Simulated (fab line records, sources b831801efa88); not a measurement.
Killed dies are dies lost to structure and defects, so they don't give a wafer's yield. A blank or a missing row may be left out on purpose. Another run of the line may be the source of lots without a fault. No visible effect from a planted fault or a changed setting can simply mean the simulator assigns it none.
Problem report, 8D (eight disciplines) form, completed by code	flow sky130	the parts of the form that need people (team, actions taken, sign-off) are left out

1. THE PROBLEM
Mean of exposure dose mJ cm2 at SKY_VIA1_EXPOSE_09: 36.97 across 6 wafers in 2 lots; on wafers with no fault it is 37.93 (standard deviation 0.064). That puts it -15 standard deviations away from the usual mean.
The step: exposes mask VIM, target cd 150 nm.
Earliest sighting: wafer L281.3 on krf scanner-02 at day 36 02:11. Wafers with a number at this step in the record: 33, from 11 lots. Rule for "out", or "out of limits": more than 4 standard deviations from the usual mean. The other wafers with a number count as sound.

2. WHAT THIS IS AND IS NOT
question	is	is not
which readings at this step	exposure dose mJ cm2	-
which lots	L281, L283	L273, L274, L275, L276, L285, L290, L293, L294, L295
which wafers of those lots	all that have a number	-
read on which tools	krf scanner-02	krf scanner-01
when	from day 36 02:11	up to then (12 sound wafers); but 15 sound wafers of L285, L290, L293, L294, L295 came after

3. WHAT RULES OUT EACH SUSPECT
Counting: a tool at a process step up to the reading stays a suspect if it ran every lot that is out and no sound lot after the first of them.
- rie metal-04 at SKY_METAL1_ETCH_18 (etches BARC in N2/H2, stops on SiO2, time 45.9 s, target depth 60 nm): ruled out as a lasting fault. The sound lots L285, L290, L294 went through it after L281, its earliest lot that is out (day 35 12:16).
- krf scanner-02 at SKY_VIA1_EXPOSE_09 (exposes mask VIM, target cd 150 nm): kept. All lots that are out passed through it, beginning with L281 at day 36 02:11, and no sound lot followed; its final sound lot before that point was L274 at day 33 14:14. On those wafers its own readings are out: exposure dose mJ cm2.
Left after counting: krf scanner-02 at SKY_VIA1_EXPOSE_09.

4. THE CAUSE (what the simulator had put in)
Process parameters drifting: krf scanner-02 at SKY_VIA1_EXPOSE_09, beginning at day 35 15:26. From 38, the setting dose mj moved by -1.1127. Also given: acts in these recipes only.
This tool alone remained once counting was done.

5. THE CHAIN OF EFFECTS, in route order
Each row: a reading whose mean over the struck wafers that have a number lies more than 3 standard deviations from the usual. Readings are gone through only where the record gives a usual standard deviation; hours: the median, over the lots, of the time from a lot's start at the first step in this table giving one to that lot's start at this step; sigmas: the change measured in usual standard deviations.
hours	step	reading	usual	on struck wafers	change	sigmas
0	SKY_VIA1_EXPOSE_09	exposure dose mJ cm2	37.93	36.97	-0.96	-15
Its process steps:
- SKY_VIA1_EXPOSE_09: exposes mask VIM, target cd 150 nm.
Later steps that measure or inspect, where all struck wafers having a row at the step show a number for every such reading and not one has moved that far: SKY_VIA1_CD_MEAS_12, SKY_VIA1_OVL_MEAS_13.

6. WHAT WOULD HAVE CAUGHT IT SOONER
First out-of-limits reading in this record: day 36 02:11, which is 11 hours after fault onset at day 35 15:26.
